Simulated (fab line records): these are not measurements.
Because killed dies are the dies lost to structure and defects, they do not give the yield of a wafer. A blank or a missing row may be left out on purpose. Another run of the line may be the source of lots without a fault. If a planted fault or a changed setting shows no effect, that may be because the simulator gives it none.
A lot that was struck, set against a sound lot	flow gf180mcu	14 steps out of a route of 602
Sound: the wafers L759.3, L759.4, L759.5. Wafers L774.1, L774.4, L774.6 were the ones struck. Last of all comes the cause.
Per side, at each step with rows, come the tool, then ch with its chambers, and then its first start. Under that, the readings that differ: sound wafers	struck wafers	difference of the means	sigmas: that difference in standard deviations of wafers without a fault.
alike: same words and numbers on both sides, and readings whose means sit less than 2 such deviations apart. not compared: any withheld reading, any reading some wafer has no value for, any bound like >300 that may hide the same value, and any number with overlapping values for which the record gives no deviation.
The two part at a step that has a row with sigmas, a row that says differs or no value, or rows on one side only. When numbers do not overlap yet have no deviation, they are printed without sigmas and do not part them. Lack of a reading on every wafer of one side parts them only where that side has two or more wafers.

first, 8 steps without rows for these wafers: GF_V4_DEHYDRATE_06 (time 60 s); GF_V4_HMDS_07 (prime time 60 s); GF_V4_COAT_08; GF_V4_COAT_09 (resist thk 1000 nm); GF_V4_SOFTBAKE_10 (time 60 s); GF_V4_EXPOSE_11 (exposes mask Via4, target cd 260 nm); GF_V4_PEB_12 (peb time 90 s); GF_V4_DEVELOP_13 (develop time 60 s).
GF_V4_CD_MEAS_14: target cd 260 nm.
  struck on cd-sem-01, day 29 04:38; sound on cd-sem-02, day 24 11:07
  alike: cd-nm
GF_V4_OVL_MEAS_15:
  struck on overlay-02, day 29 04:46; sound on overlay-02, day 24 11:12
  alike: V4_OVL
GF_V4_ETCH_16: etches BARC in N2/H2.
  sound on rie-diel-04 ch 1,2,3, day 24 11:13; struck on rie-diel-01 ch 0,1,3, day 29 04:47
  alike: drypump-motor-current-A, oes-product-au, throttle-valve-pct
GF_V4_ETCH_17: etches SiO2 in C4F8/O2/Ar, stops on TiN, target depth 630 nm.
  sound on rie-diel-04 ch 1,2,3; struck on rie-diel-01 ch 0,1,3
  alike: oes-product-au
GF_V4_STRIP_18: strips in O2/N2.
  sound on plasma-asher-04 ch 0,1, day 24 11:23; struck on plasma-asher-03 ch 1, day 29 04:55
  no value came back on the struck wafers for any of 5 readings (chamber-pressure-mTorr (mTorr), drypump-motor-current-A (A) and others); on the sound wafers chamber-pressure-mTorr (mTorr) reads 1498.9 1501.6 1499.2
  not compared: rf-hours-counter-h
then, 1 step without rows for these wafers: GF_V4_STRIP_19 (strips in post etch residue remover, time 1200 s).

== WHERE THEY PART ==
GF_V4_STRIP_18 only, going by this record.

WHY: what had been put in by the simulator
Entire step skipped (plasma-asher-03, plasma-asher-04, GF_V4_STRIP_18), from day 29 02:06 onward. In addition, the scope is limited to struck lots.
